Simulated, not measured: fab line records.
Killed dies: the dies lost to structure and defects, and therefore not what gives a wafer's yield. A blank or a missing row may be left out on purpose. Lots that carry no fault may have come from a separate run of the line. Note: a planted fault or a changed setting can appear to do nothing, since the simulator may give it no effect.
8D (eight disciplines) problem report, filled in by code / flow gf180mcu / the parts of the form that need people (team, actions taken, sign-off) are left out

1. WHAT WENT WRONG
At GF_CONTACT_CMP_27, overpolishRunS averages 0.042 s over 6 wafers from 2 lots, while fault-free wafers read 15.000 s, standard deviation 0.0095. So: -99 or more standard deviations from the usual mean.
The step: polishes, stops on SiO2, t overpolish 15 s, target thk 0 nm.
First observed at day 18 05:14: wafer L858.4, on cmp-02. The record holds 42 wafers of 14 lots with a number at this step. The rule behind "out" and "out of limits": a value lying over 4 standard deviations away from the usual mean. All remaining wafers that have a number are taken as sound.

2. WHAT IT IS, AND WHAT IT ISN'T
question=which readings at this step | is=overpolishRunS, timeToEndpointS | is not=motorCurrentA
question=which lots | is=L858, L859 | is not=L853, L854, L855, L856, L857, L860, L868, L869, L870, L871, L872, L874
question=which wafers of those lots | is=all that have a number | is not=-
question=read on which tools | is=cmp-02 | is not=cmp-01
question=when | is=from day 18 05:14 | is not=up to then (15 sound wafers); but 21 sound wafers of L860, L868, L869, L870, L871, L872, L874 came after

3. THE SUSPECTS, EACH WITH WHAT RULES IT OUT
Counting: any tool at a process step up to the reading is kept as a suspect provided that every lot that is out went through it and no sound lot did after the first of them.
- cmp-02 at GF_CONTACT_CMP_27 (polishes, stops on SiO2, t overpolish 15 s, target thk 0 nm): ruled out as a lasting fault. Sound lots L870, L869, L871, L872, L874 ran on it after its first lot that is out, L858 (day 18 05:14).
Left after counting: nothing in the record.

4. THE CAUSE (what the simulator had put in)
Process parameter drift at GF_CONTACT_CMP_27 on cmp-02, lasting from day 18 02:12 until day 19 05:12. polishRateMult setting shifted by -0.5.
Counting ruled it out, wrongly.

5. THE EFFECT CHAIN, in route order
Rows list readings where the struck wafers' mean (over those with a number) sits beyond 3 standard deviations from the usual. Only readings whose record carries a usual standard deviation are examined. hours: median over the lots of the time between each lot's start at the first step of this table that gives one and its start at this step. sigmas: the change, counted in usual standard deviations.
hours=0; step=GF_CONTACT_CMP_27; reading=overpolishRunS; usual=15.000 s; on struck wafers=0.042; change=-14.959; sigmas=-99 or more
hours=0; step=GF_CONTACT_CMP_27; reading=timeToEndpointS; usual=74 s; on struck wafers=113; change=+39; sigmas=+11
hours=301; step=GF_PASSIVATION_PROBE_99; reading=killedAtContacts; usual=6.0; on struck wafers=448.2; change=+442.2; sigmas=+99 or more
hours=301; step=GF_PASSIVATION_PROBE_99; reading=killedDies; usual=48; on struck wafers=492; change=+444; sigmas=+62
hours=301; step=GF_PASSIVATION_PROBE_99; reading=killedOnRim; usual=9.6; on struck wafers=96.0; change=+86.4; sigmas=+30
It contains these process steps:
- GF_CONTACT_CMP_27: polishes, stops on SiO2, t overpolish 15 s, target thk 0 nm.
- GF_PASSIVATION_PROBE_99

6. WHAT WOULD HAVE CAUGHT IT SOONER
The fault began at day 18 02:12; the first out-of-limits reading in this record came at day 18 05:14, 3 hours later.
